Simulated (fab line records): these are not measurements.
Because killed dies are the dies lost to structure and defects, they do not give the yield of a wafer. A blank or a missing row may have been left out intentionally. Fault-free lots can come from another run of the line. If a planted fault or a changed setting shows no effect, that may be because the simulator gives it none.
Which of the tools did it? / flow gf180mcu / Sampling: 24 lots, 72 wafers, 6 of 602 route steps

== WHAT THE GAUGES READ, wafer by wafer ==
GF_V1_THK_MEAS_03.
lot=L074; measured=day 16 18:49; on=film metro-03; V1_CVD_02_THK (nm)=828 855 860
lot=L075; measured=day 16 23:20; on=film metro-03; V1_CVD_02_THK (nm)=855 875 874
lot=L076; measured=day 17 09:08; on=film metro-03; V1_CVD_02_THK (nm)=853 861 858
lot=L077; measured=day 18 00:29; on=film metro-02; V1_CVD_02_THK (nm)=852 855 861
lot=L078; measured=day 18 03:15; on=film metro-02; V1_CVD_02_THK (nm)=845 866 845
lot=L079; measured=day 18 10:22; on=film metro-03; V1_CVD_02_THK (nm)=849 829 868
lot=L080; measured=day 19 03:10; on=film metro-02; V1_CVD_02_THK (nm)=856 860 856
lot=L081; measured=day 19 10:39; on=film metro-04; V1_CVD_02_THK (nm)=846 857 857
lot=L082; measured=day 20 04:19; on=film metro-04; V1_CVD_02_THK (nm)=847 868 858
lot=L083; measured=day 20 20:37; on=film metro-03; V1_CVD_02_THK (nm)=837 851 867
lot=L084; measured=day 21 00:32; on=film metro-03; V1_CVD_02_THK (nm)=853 848 861
lot=L085; measured=day 21 20:37; on=film metro-02; V1_CVD_02_THK (nm)=853 849 850
lot=L086; measured=day 22 02:32; on=film metro-03; V1_CVD_02_THK (nm)=850 837 847
lot=L087; measured=day 22 11:53; on=film metro-03; V1_CVD_02_THK (nm)=840 831 857
lot=L088; measured=day 22 15:59; on=film metro-03; V1_CVD_02_THK (nm)=841 847 863
lot=L090; measured=day 23 08:11; on=film metro-03; V1_CVD_02_THK (nm)=844 844 860
lot=L089; measured=day 23 11:01; on=film metro-03; V1_CVD_02_THK (nm)=838 844 851
lot=L092; measured=day 24 01:44; on=film metro-02; V1_CVD_02_THK (nm)=852 831 841
lot=L091; measured=day 24 03:54; on=film metro-03; V1_CVD_02_THK (nm)=849 845 862
lot=L093; measured=day 24 10:41; on=film metro-04; V1_CVD_02_THK (nm)=832 836 852
lot=L094; measured=day 24 15:43; on=film metro-02; V1_CVD_02_THK (nm)=830 843 849
lot=L096; measured=day 24 21:50; on=film metro-03; V1_CVD_02_THK (nm)=836 847 848
lot=L095; measured=day 25 01:34; on=film metro-04; V1_CVD_02_THK (nm)=864 849 854
lot=L097; measured=day 25 13:26; on=film metro-03; V1_CVD_02_THK (nm)=844 847 841

GF_V4_OVL_MEAS_15.
lot=L074; measured=day 24 00:38; on=overlay-01; V4_OVL (nm)=-8 1 1
lot=L075; measured=day 24 04:53; on=overlay-02; V4_OVL (nm)=1 4 5
lot=L076; measured=day 24 13:05; on=overlay-02; V4_OVL (nm)=-5 -3 1
lot=L077; measured=day 25 05:08; on=overlay-01; V4_OVL (nm)=2 8 8
lot=L078; measured=day 25 07:38; on=overlay-01; V4_OVL (nm)=-2 -4 -6
lot=L079; measured=day 25 15:21; on=overlay-02; V4_OVL (nm)=-8 -5 -6
lot=L080; measured=day 26 06:20; on=overlay-02; V4_OVL (nm)=2 -8 -2
lot=L081; measured=day 26 10:35; on=overlay-02; V4_OVL (nm)=3 -4 2
lot=L082; measured=day 27 04:56; on=overlay-02; V4_OVL (nm)=-4 7 3
lot=L083; measured=day 27 15:41; on=overlay-01; V4_OVL (nm)=4 2 0
lot=L084; measured=day 27 20:35; on=overlay-01; V4_OVL (nm)=2 -5 -1
lot=L085; measured=day 28 12:17; on=overlay-02; V4_OVL (nm)=-7 -14 -6
lot=L086; measured=day 28 17:41; on=overlay-01; V4_OVL (nm)=5 -3 -6
lot=L087; measured=day 29 02:26; on=overlay-01; V4_OVL (nm)=0 -7 4
lot=L088; measured=day 29 05:47; on=overlay-01; V4_OVL (nm)=4 -1 -2
lot=L090; measured=day 29 17:56; on=overlay-01; V4_OVL (nm)=-2 -1 2
lot=L089; measured=day 29 21:47; on=overlay-01; V4_OVL (nm)=1 -7 4
lot=L092; measured=day 30 06:32; on=overlay-01; V4_OVL (nm)=4 -2 -1
lot=L091; measured=day 30 10:02; on=overlay-01; V4_OVL (nm)=-2 2 1
lot=L093; measured=day 30 15:38; on=overlay-01; V4_OVL (nm)=7 -1 -1
lot=L094; measured=day 30 19:56; on=overlay-01; V4_OVL (nm)=10 4 1
lot=L096; measured=day 31 00:59; on=overlay-02; V4_OVL (nm)=9 0 6
lot=L095; measured=day 31 03:48; on=overlay-02; V4_OVL (nm)=7 7 9
lot=L097; measured=day 31 14:41; on=overlay-01; V4_OVL (nm)=7 6 11

GF_MIM_RS_MEAS_10: uses a four-point probe to measure.
lot=L074; measured=day 24 02:32; on=film metro-03; MIM_ALCU_RS (ohm/sq)=0.1622 0.1626 0.1605
lot=L075; measured=day 24 06:42; on=film metro-02; MIM_ALCU_RS (ohm/sq)=0.1591 0.1609 0.1629
lot=L076; measured=day 24 14:53; on=film metro-03; MIM_ALCU_RS (ohm/sq)=0.1637 0.1638 0.1626
lot=L077; measured=day 25 06:57; on=film metro-01; MIM_ALCU_RS (ohm/sq)=0.1629 0.1625 0.1627
lot=L078; measured=day 25 09:28; on=film metro-01; MIM_ALCU_RS (ohm/sq)=0.1598 0.1586 0.1620
lot=L079; measured=day 25 17:09; on=film metro-02; MIM_ALCU_RS (ohm/sq)=0.1598 0.1607 0.1607
lot=L080; measured=day 26 08:09; on=film metro-02; MIM_ALCU_RS (ohm/sq)=0.1589 0.1586 0.1601
lot=L081; measured=day 26 12:29; on=film metro-03; MIM_ALCU_RS (ohm/sq)=0.1604 0.1616 0.1614
lot=L082; measured=day 27 06:46; on=film metro-02; MIM_ALCU_RS (ohm/sq)=0.1592 0.1602 0.1597
lot=L083; measured=day 27 17:32; on=film metro-01; MIM_ALCU_RS (ohm/sq)=0.1605 0.1631 0.1635
lot=L084; measured=day 27 22:28; on=film metro-03; MIM_ALCU_RS (ohm/sq)=0.1602 0.1609 0.1620
lot=L085; measured=day 28 14:10; on=film metro-03; MIM_ALCU_RS (ohm/sq)=0.1622 0.1620 0.1631
lot=L086; measured=day 28 19:31; on=film metro-03; MIM_ALCU_RS (ohm/sq)=0.1604 0.1627 0.1603
lot=L087; measured=day 29 04:18; on=film metro-02; MIM_ALCU_RS (ohm/sq)=0.1597 0.1604 0.1591
lot=L088; measured=day 29 07:37; on=film metro-03; MIM_ALCU_RS (ohm/sq)=0.1624 0.1623 0.1607
lot=L090; measured=day 29 19:44; on=film metro-02; MIM_ALCU_RS (ohm/sq)=0.1633 0.1591 0.1589
lot=L089; measured=day 29 23:36; on=film metro-03; MIM_ALCU_RS (ohm/sq)=0.1622 0.1616 0.1617
lot=L092; measured=day 30 08:28; on=film metro-03; MIM_ALCU_RS (ohm/sq)=0.1618 0.1599 0.1608
lot=L091; measured=day 30 11:51; on=film metro-02; MIM_ALCU_RS (ohm/sq)=0.1620 0.1612 0.1626
lot=L093; measured=day 30 17:49; on=film metro-01; MIM_ALCU_RS (ohm/sq)=0.1625 0.1621 0.1643
lot=L094; measured=day 30 22:07; on=film metro-01; MIM_ALCU_RS (ohm/sq)=0.1596 0.1588 0.1592
lot=L096; measured=day 31 02:49; on=film metro-03; MIM_ALCU_RS (ohm/sq)=0.1616 0.1605 0.1636
lot=L095; measured=day 31 05:39; on=film metro-02; MIM_ALCU_RS (ohm/sq)=0.1623 0.1620 0.1624
lot=L097; measured=day 31 16:32; on=film metro-02; MIM_ALCU_RS (ohm/sq)=0.1596 0.1591 0.1580

== WHICH TOOL RAN EACH LOT (tool, then ch and the chambers of the sampled wafers, then the start) ==
lot=L074; GF_M3_METAL_ETCH_16=rie metal-02 ch 1, day 20 21:52; GF_MIM_SPUTTER_03=pvd sputter-03, day 24 02:17; GF_MIM_SPUTTER_07=pvd sputter-04, day 24 02:26
lot=L075; GF_M3_METAL_ETCH_16=rie metal-02 ch 0,1, day 21 02:49; GF_MIM_SPUTTER_03=pvd sputter-04, day 24 06:26; GF_MIM_SPUTTER_07=pvd sputter-01, day 24 06:35
lot=L076; GF_M3_METAL_ETCH_16=rie metal-04 ch 0,1, day 21 13:07; GF_MIM_SPUTTER_03=pvd sputter-03, day 24 14:38; GF_MIM_SPUTTER_07=pvd sputter-04, day 24 14:47
lot=L077; GF_M3_METAL_ETCH_16=rie metal-02 ch 0,1, day 22 04:31; GF_MIM_SPUTTER_03=pvd sputter-01, day 25 06:41; GF_MIM_SPUTTER_07=pvd sputter-03, day 25 06:50
lot=L078; GF_M3_METAL_ETCH_16=rie metal-04 ch 0,1, day 22 07:37; GF_MIM_SPUTTER_03=pvd sputter-03, day 25 09:11; GF_MIM_SPUTTER_07=pvd sputter-01, day 25 09:20
lot=L079; GF_M3_METAL_ETCH_16=rie metal-02 ch 0,1, day 22 15:53; GF_MIM_SPUTTER_03=pvd sputter-03, day 25 16:54; GF_MIM_SPUTTER_07=pvd sputter-04, day 25 17:03
lot=L080; GF_M3_METAL_ETCH_16=rie metal-02 ch 0,1, day 23 07:31; GF_MIM_SPUTTER_03=pvd sputter-03, day 26 07:53; GF_MIM_SPUTTER_07=pvd sputter-01, day 26 08:02
lot=L081; GF_M3_METAL_ETCH_16=rie metal-04 ch 0,1, day 23 12:55; GF_MIM_SPUTTER_03=pvd sputter-01, day 26 12:10; GF_MIM_SPUTTER_07=pvd sputter-03, day 26 12:22
lot=L082; GF_M3_METAL_ETCH_16=rie metal-04 ch 0,1, day 24 06:55; GF_MIM_SPUTTER_03=pvd sputter-01, day 27 06:31; GF_MIM_SPUTTER_07=pvd sputter-01, day 27 06:40
lot=L083; GF_M3_METAL_ETCH_16=rie metal-02 ch 0,1, day 24 20:49; GF_MIM_SPUTTER_03=pvd sputter-04, day 27 17:16; GF_MIM_SPUTTER_07=pvd sputter-01, day 27 17:25
lot=L084; GF_M3_METAL_ETCH_16=rie metal-02 ch 0,1, day 25 01:13; GF_MIM_SPUTTER_03=pvd sputter-04, day 27 22:10; GF_MIM_SPUTTER_07=pvd sputter-03, day 27 22:19
lot=L085; GF_M3_METAL_ETCH_16=rie metal-01 ch 0,1, day 25 18:52; GF_MIM_SPUTTER_03=pvd sputter-04, day 28 13:52; GF_MIM_SPUTTER_07=pvd sputter-03, day 28 14:01
lot=L086; GF_M3_METAL_ETCH_16=rie metal-04 ch 0, day 26 01:16; GF_MIM_SPUTTER_03=pvd sputter-04, day 28 19:14; GF_MIM_SPUTTER_07=pvd sputter-01, day 28 19:24
lot=L087; GF_M3_METAL_ETCH_16=rie metal-01 ch 0,1, day 26 09:40; GF_MIM_SPUTTER_03=pvd sputter-04, day 29 04:02; GF_MIM_SPUTTER_07=pvd sputter-03, day 29 04:11
lot=L088; GF_M3_METAL_ETCH_16=rie metal-04 ch 0, day 26 13:46; GF_MIM_SPUTTER_03=pvd sputter-04, day 29 07:20; GF_MIM_SPUTTER_07=pvd sputter-03, day 29 07:29
lot=L090; GF_M3_METAL_ETCH_16=rie metal-02 ch 0,1, day 27 03:13; GF_MIM_SPUTTER_03=pvd sputter-03, day 29 19:29; GF_MIM_SPUTTER_07=pvd sputter-01, day 29 19:38
lot=L089; GF_M3_METAL_ETCH_16=rie metal-02 ch 0,1, day 27 07:28; GF_MIM_SPUTTER_03=pvd sputter-04, day 29 23:20; GF_MIM_SPUTTER_07=pvd sputter-03, day 29 23:29
lot=L092; GF_M3_METAL_ETCH_16=rie metal-04 ch 0,1, day 27 17:58; GF_MIM_SPUTTER_03=pvd sputter-03, day 30 08:11; GF_MIM_SPUTTER_07=pvd sputter-03, day 30 08:21
lot=L091; GF_M3_METAL_ETCH_16=rie metal-04 ch 0,1, day 27 21:58; GF_MIM_SPUTTER_03=pvd sputter-04, day 30 11:35; GF_MIM_SPUTTER_07=pvd sputter-01, day 30 11:44
lot=L093; GF_M3_METAL_ETCH_16=rie metal-04 ch 1, day 28 03:07; GF_MIM_SPUTTER_03=pvd sputter-03, day 30 17:32; GF_MIM_SPUTTER_07=pvd sputter-04, day 30 17:41
lot=L094; GF_M3_METAL_ETCH_16=rie metal-01 ch 0,1, day 28 07:34; GF_MIM_SPUTTER_03=pvd sputter-01, day 30 21:50; GF_MIM_SPUTTER_07=pvd sputter-04, day 30 21:59
lot=L096; GF_M3_METAL_ETCH_16=rie metal-02 ch 0,1, day 28 13:25; GF_MIM_SPUTTER_03=pvd sputter-01, day 31 02:32; GF_MIM_SPUTTER_07=pvd sputter-04, day 31 02:41
lot=L095; GF_M3_METAL_ETCH_16=rie metal-04 ch 0,1, day 28 16:16; GF_MIM_SPUTTER_03=pvd sputter-01, day 31 05:20; GF_MIM_SPUTTER_07=pvd sputter-04, day 31 05:29
lot=L097; GF_M3_METAL_ETCH_16=rie metal-01 ch 0,1, day 29 04:04; GF_MIM_SPUTTER_03=pvd sputter-04, day 31 16:16; GF_MIM_SPUTTER_07=pvd sputter-01, day 31 16:26
- GF_M3_METAL_ETCH_16: etches the open film in Cl2/BCl3, stops on SiO2, target depth 750.8 nm, time 125.1 s.
- GF_MIM_SPUTTER_03: material Ti, target thk 10 nm, time 6.7 s.
- GF_MIM_SPUTTER_07: material TiN, target thk 60 nm, time 50 s.

== AS READ BY THE TOOLS THEMSELVES (means over the sampled wafers that have a number; for cases with no such wafer, the mark the record gives instead) ==
GF_M3_METAL_ETCH_16.
lot=L074; tool=rie metal-02; drypump motor current A (A)=5.5; oes product au (a.u.)=0.992; throttle valve pct (%)=28.236
lot=L075; tool=rie metal-02; drypump motor current A (A)=6.0; oes product au (a.u.)=0.988; throttle valve pct (%)=28.232
lot=L076; tool=rie metal-04; drypump motor current A (A)=6.1; oes product au (a.u.)=0.987; throttle valve pct (%)=28.230
lot=L077; tool=rie metal-02; drypump motor current A (A)=5.7; oes product au (a.u.)=0.986; throttle valve pct (%)=28.233
lot=L078; tool=rie metal-04; drypump motor current A (A)=6.1; oes product au (a.u.)=0.990; throttle valve pct (%)=28.233
lot=L079; tool=rie metal-02; drypump motor current A (A)=6.0; oes product au (a.u.)=0.990; throttle valve pct (%)=28.228
lot=L080; tool=rie metal-02; drypump motor current A (A)=5.7; oes product au (a.u.)=0.990; throttle valve pct (%)=28.232
lot=L081; tool=rie metal-04; drypump motor current A (A)=5.9; oes product au (a.u.)=0.989; throttle valve pct (%)=28.222
lot=L082; tool=rie metal-04; drypump motor current A (A)=5.9; oes product au (a.u.)=0.986; throttle valve pct (%)=28.239
lot=L083; tool=rie metal-02; drypump motor current A (A)=5.7; oes product au (a.u.)=0.995; throttle valve pct (%)=28.223
lot=L084; tool=rie metal-02; drypump motor current A (A)=5.7; oes product au (a.u.)=0.997; throttle valve pct (%)=28.217
lot=L085; tool=rie metal-01; drypump motor current A (A)=6.0; oes product au (a.u.)=0.990; throttle valve pct (%)=28.229
lot=L086; tool=rie metal-04; drypump motor current A (A)=5.7; oes product au (a.u.)=0.983; throttle valve pct (%)=28.238
lot=L087; tool=rie metal-01; drypump motor current A (A)=6.0; oes product au (a.u.)=0.987; throttle valve pct (%)=28.237
lot=L088; tool=rie metal-04; drypump motor current A (A)=5.7; oes product au (a.u.)=0.983; throttle valve pct (%)=28.225
lot=L090; tool=rie metal-02; drypump motor current A (A)=5.7; oes product au (a.u.)=0.993; throttle valve pct (%)=28.224
lot=L089; tool=rie metal-02; drypump motor current A (A)=6.0; oes product au (a.u.)=0.995; throttle valve pct (%)=28.227
lot=L092; tool=rie metal-04; drypump motor current A (A)=6.1; oes product au (a.u.)=0.992; throttle valve pct (%)=28.230
lot=L091; tool=rie metal-04; drypump motor current A (A)=5.9; oes product au (a.u.)=0.997; throttle valve pct (%)=28.222
lot=L093; tool=rie metal-04; drypump motor current A (A)=6.3; oes product au (a.u.)=0.981; throttle valve pct (%)=28.234
lot=L094; tool=rie metal-01; drypump motor current A (A)=6.0; oes product au (a.u.)=0.992; throttle valve pct (%)=28.228
lot=L096; tool=rie metal-02; drypump motor current A (A)=5.7; oes product au (a.u.)=0.990; throttle valve pct (%)=28.226
lot=L095; tool=rie metal-04; drypump motor current A (A)=5.9; oes product au (a.u.)=0.986; throttle valve pct (%)=28.237
lot=L097; tool=rie metal-01; drypump motor current A (A)=6.0; oes product au (a.u.)=0.987; throttle valve pct (%)=28.234

GF_MIM_SPUTTER_03.
lot=L074; tool=pvd sputter-03; throttle valve pct (%)=29.2
lot=L075; tool=pvd sputter-04; throttle valve pct (%)=29.1
lot=L076; tool=pvd sputter-03; throttle valve pct (%)=29.9
lot=L077; tool=pvd sputter-01; throttle valve pct (%)=29.9
lot=L078; tool=pvd sputter-03; throttle valve pct (%)=28.6
lot=L079; tool=pvd sputter-03; throttle valve pct (%)=29.5
lot=L080; tool=pvd sputter-03; throttle valve pct (%)=28.8
lot=L081; tool=pvd sputter-01; throttle valve pct (%)=29.4
lot=L082; tool=pvd sputter-01; throttle valve pct (%)=31.2
lot=L083; tool=pvd sputter-04; throttle valve pct (%)=29.0
lot=L084; tool=pvd sputter-04; throttle valve pct (%)=29.0
lot=L085; tool=pvd sputter-04; throttle valve pct (%)=29.7
lot=L086; tool=pvd sputter-04; throttle valve pct (%)=29.6
lot=L087; tool=pvd sputter-04; throttle valve pct (%)=29.7
lot=L088; tool=pvd sputter-04; throttle valve pct (%)=29.5
lot=L090; tool=pvd sputter-03; throttle valve pct (%)=29.5
lot=L089; tool=pvd sputter-04; throttle valve pct (%)=29.5
lot=L092; tool=pvd sputter-03; throttle valve pct (%)=29.4
lot=L091; tool=pvd sputter-04; throttle valve pct (%)=28.8
lot=L093; tool=pvd sputter-03; throttle valve pct (%)=30.1
lot=L094; tool=pvd sputter-01; throttle valve pct (%)=31.3
lot=L096; tool=pvd sputter-01; throttle valve pct (%)=30.0
lot=L095; tool=pvd sputter-01; throttle valve pct (%)=31.1
lot=L097; tool=pvd sputter-04; throttle valve pct (%)=29.5

GF_MIM_SPUTTER_07.
lot=L074; tool=pvd sputter-04; throttle valve pct (%)=29.6
lot=L075; tool=pvd sputter-01; throttle valve pct (%)=31.3
lot=L076; tool=pvd sputter-04; throttle valve pct (%)=29.1
lot=L077; tool=pvd sputter-03; throttle valve pct (%)=28.8
lot=L078; tool=pvd sputter-01; throttle valve pct (%)=29.4
lot=L079; tool=pvd sputter-04; throttle valve pct (%)=28.8
lot=L080; tool=pvd sputter-01; throttle valve pct (%)=30.1
lot=L081; tool=pvd sputter-03; throttle valve pct (%)=28.8
lot=L082; tool=pvd sputter-01; throttle valve pct (%)=31.3
lot=L083; tool=pvd sputter-01; throttle valve pct (%)=30.7
lot=L084; tool=pvd sputter-03; throttle valve pct (%)=28.8
lot=L085; tool=pvd sputter-03; throttle valve pct (%)=28.7
lot=L086; tool=pvd sputter-01; throttle valve pct (%)=31.3
lot=L087; tool=pvd sputter-03; throttle valve pct (%)=28.9
lot=L088; tool=pvd sputter-03; throttle valve pct (%)=28.9
lot=L090; tool=pvd sputter-01; throttle valve pct (%)=29.4
lot=L089; tool=pvd sputter-03; throttle valve pct (%)=28.8
lot=L092; tool=pvd sputter-03; throttle valve pct (%)=29.5
lot=L091; tool=pvd sputter-01; throttle valve pct (%)=30.6
lot=L093; tool=pvd sputter-04; throttle valve pct (%)=29.6
lot=L094; tool=pvd sputter-04; throttle valve pct (%)=29.5
lot=L096; tool=pvd sputter-04; throttle valve pct (%)=29.5
lot=L095; tool=pvd sputter-04; throttle valve pct (%)=29.5
lot=L097; tool=pvd sputter-01; throttle valve pct (%)=30.1

== THE ANSWER, worked out from the rows above alone ==
Rule: usual is defined by the lots themselves. The widest of any qualifying gaps counts: lots, ordered by their means at a reading, are off when they make up no more than a third of the lots, leave a main group of 4 or more, and stand apart from it by 3 or more times the standard deviation of that group's means. Not used: any main group whose means are identical at the precision the tables above print for the reading. A lot without any number at a reading at which 4 lots or more have one is off too. Any other lot the step has rows for is counted as sound. First the gauges in route order, then the tools' own readings, where a lot's mean is used as printed above. The first step at which some lot is off is used, and at that step the reading that is off furthest; a lot without a number counts as furthest.
No lot is off at any reading shown: from this, nothing can be told.

== WHAT THE SIMULATOR HAD INSERTED ==
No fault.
